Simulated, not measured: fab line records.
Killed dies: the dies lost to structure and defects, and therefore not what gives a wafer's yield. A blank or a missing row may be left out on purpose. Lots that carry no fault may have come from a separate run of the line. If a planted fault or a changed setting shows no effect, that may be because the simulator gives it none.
Split-lot trial + flow gf180mcu + 23 wafers read from 5 lots, route of 602 steps

== THE SPLIT ITSELF ==
At GF_V2_SPUTTER_21 (material Ti, target thk 15 nm, time 80.02 s), the setting time-s was moved away from the recipe's 80.02 s on 6 of the 23 wafers read, by +7.5% to +10.2%. This setting was run at the recipe's value on the other wafers.

The reading comes from the split's own step.

== THE READING ==
Ti_of_V2_SPUTTER_21.thk-nm (the simulator's own value, which no gauge read), in nm, at GF_V2_SPUTTER_21 (material Ti, target thk 15 nm, time 80.02 s). No usual value for it is given in the file. The 17 wafers here that ran the recipe average 15.12 nm, standard deviation 0.14 nm.

| wafer  | tool, chamber at the split | time-s as run, s | against the recipe | Ti_of_V2_SPUTTER_21.thk-nm, nm | against lot-mates on the recipe |
|--------|----------------------------|------------------|--------------------|--------------------------------|---------------------------------|
| L076.1 | pvd-sputter-04, -          | 86.82            | +8.5%              | 16.43                          | +1.38                           |
| L076.3 | pvd-sputter-04, -          | 80.02            | recipe             | 15.02                          | -                               |
| L076.4 | pvd-sputter-04, -          | 86.82            | +8.5%              | 16.12                          | +1.07                           |
| L076.5 | pvd-sputter-04, -          | 80.02            | recipe             | 14.95                          | -                               |
| L076.6 | pvd-sputter-04, -          | 80.02            | recipe             | 15.18                          | -                               |
| L077.1 | pvd-sputter-04, -          | 88.16            | +10.2%             | 16.68                          | +1.69                           |
| L077.3 | pvd-sputter-04, -          | 80.02            | recipe             | 14.99                          | -                               |
| L077.4 | pvd-sputter-04, -          | 88.16            | +10.2%             | 16.46                          | +1.47                           |
| L077.5 | pvd-sputter-04, -          | 80.02            | recipe             | 15.1                           | -                               |
| L077.6 | pvd-sputter-04, -          | 80.02            | recipe             | 14.88                          | -                               |
| L079.1 | pvd-sputter-04, -          | 80.02            | recipe             | 15.13                          | -                               |
| L079.2 | pvd-sputter-04, -          | 80.02            | recipe             | 14.98                          | -                               |
| L079.3 | pvd-sputter-04, -          | 80.02            | recipe             | 15.15                          | -                               |
| L079.4 | pvd-sputter-04, -          | 80.02            | recipe             | 15.44                          | -                               |
| L079.5 | pvd-sputter-04, -          | 80.02            | recipe             | 15.01                          | -                               |
| L080.1 | pvd-sputter-01, -          | 80.02            | recipe             | 15.17                          | -                               |
| L080.2 | pvd-sputter-01, -          | 80.02            | recipe             | 15.12                          | -                               |
| L080.4 | pvd-sputter-01, -          | 85.99            | +7.5%              | 16.33                          | +1.15                           |
| L080.5 | pvd-sputter-01, -          | 85.99            | +7.5%              | 16.19                          | +1.01                           |
| L080.6 | pvd-sputter-01, -          | 80.02            | recipe             | 15.25                          | -                               |
| L082.2 | pvd-sputter-02, -          | 80.02            | recipe             | 15.3                           | -                               |
| L082.5 | pvd-sputter-02, -          | 80.02            | recipe             | 15.28                          | -                               |
| L082.6 | pvd-sputter-02, -          | 80.02            | recipe             | 15.14                          | -                               |

THE FIT
A straight line over all 23 wafers: Ti_of_V2_SPUTTER_21.thk-nm changes by +0.142 nm for each +1% of time-s; r = +0.97; the points scatter about the line by 0.14 nm.
The same after taking each lot's own level away (the mean of its wafers on the recipe; 23 wafers): +0.15 nm for each +1%; r = +0.98; scatter 0.12 nm.
According to that fit, moving time-s by its largest amount changes the reading by 1.5 nm.
From 14.990 to 15.240 nm: that is the span of the lots' own levels, equal to 1.8 times the standard deviation above.
The two slopes are in agreement: the lot-to-lot level therefore moves the slope only a little.
Check: with one of the wafers moved furthest among these (+10.2%) left out of the fit, the line predicts +1.47 nm for it against its lot-mates. It came out at +1.69 nm against them.

== THESE WAFERS: OTHER SPLITS ==
These wafers also went through other splits before the reading. Each is held against what the fit with the lots' levels taken away leaves over:
| other split on the same wafers | wafers away from the commonest value | r with Ti_of_V2_SPUTTER_21.thk-nm (lot level and that fit taken away) |
|--------------------------------|--------------------------------------|-----------------------------------------------------------------------|
| GF_V2_PEB_12 peb-temp-c        | 10                                   | -0.29                                                                 |

== THE FILE'S OWN FIT ==
Ti_of_V2_SPUTTER_21.thk-nm changes by +0.149 nm for each +1% of time-s, r = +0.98.
